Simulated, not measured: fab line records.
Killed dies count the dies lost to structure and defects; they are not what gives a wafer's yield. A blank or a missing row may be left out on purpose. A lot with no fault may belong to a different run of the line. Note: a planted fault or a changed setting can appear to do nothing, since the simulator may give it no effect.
Which tool is to blame?    flow sky130    21 wafers from 7 lots sampled at 2 of the route's 708 steps

## WHAT THE GAUGES SHOWED, per wafer
SKY_VT_ADJUST_HVTR_CD_MEAS_07 targets a cd of 380 nm.
lot   measured      on         cd_nm (nm)
L677  day 9 18:14   cd_sem-02  377.9 378.0 374.8
L679  day 10 04:33  cd_sem-02  383.5 381.8 382.8
L687  day 12 18:08  cd_sem-01  387.8 390.1 389.3
L692  day 14 18:40  cd_sem-02  382.9 377.0 380.5
L695  day 15 08:04  cd_sem-02  378.4 380.2 379.6
L697  day 16 01:44  cd_sem-02  381.7 382.5 381.2
L699  day 16 12:50  cd_sem-01  382.6 381.7 382.0

## TOOL THAT RAN EACH LOT (tool first, then ch and the chambers of the sampled wafers, then the start)
lot   SKY_VT_ADJUST_HVTR_DEVELOP_06
L677  litho_track-03 ch 0, day 9 18:05
L679  litho_track-03 ch 0, day 10 04:25
L687  litho_track-04 ch 0, day 12 18:00
L692  litho_track-03 ch 0, day 14 18:31
L695  litho_track-04 ch 0, day 15 07:56
L697  litho_track-04 ch 0, day 16 01:36
L699  litho_track-03 ch 0, day 16 12:41
- SKY_VT_ADJUST_HVTR_DEVELOP_06: develop time 60 s.

## THE ANSWER, worked out from the rows above alone
Rule: the usual values come from the lots themselves. The widest of any qualifying gaps counts: lots, ordered by their means at a reading, are off when they make up no more than a third of the lots, leave a main group of 4 or more, and stand apart from it by 3 or more times the standard deviation of that group's means. A main group whose means are all the same, to the digits that the tables above print for the reading, isn't used. A lot without any number at a reading at which 4 lots or more have one is off too. Any other lot the step has rows for is counted as sound.
Off at SKY_VT_ADJUST_HVTR_CD_MEAS_07 (cd_nm): L687. Main group: mean 380.5 nm, sd 2.
If a tool, at a process step before that reading, ran all the lots that are off and no sound lot after the first of them, it fits. The gauges at SKY_VT_ADJUST_HVTR_CD_MEAS_07 are tried like those tools. No candidate that was tried fits.

## WHAT WAS PUT IN BY THE SIMULATOR
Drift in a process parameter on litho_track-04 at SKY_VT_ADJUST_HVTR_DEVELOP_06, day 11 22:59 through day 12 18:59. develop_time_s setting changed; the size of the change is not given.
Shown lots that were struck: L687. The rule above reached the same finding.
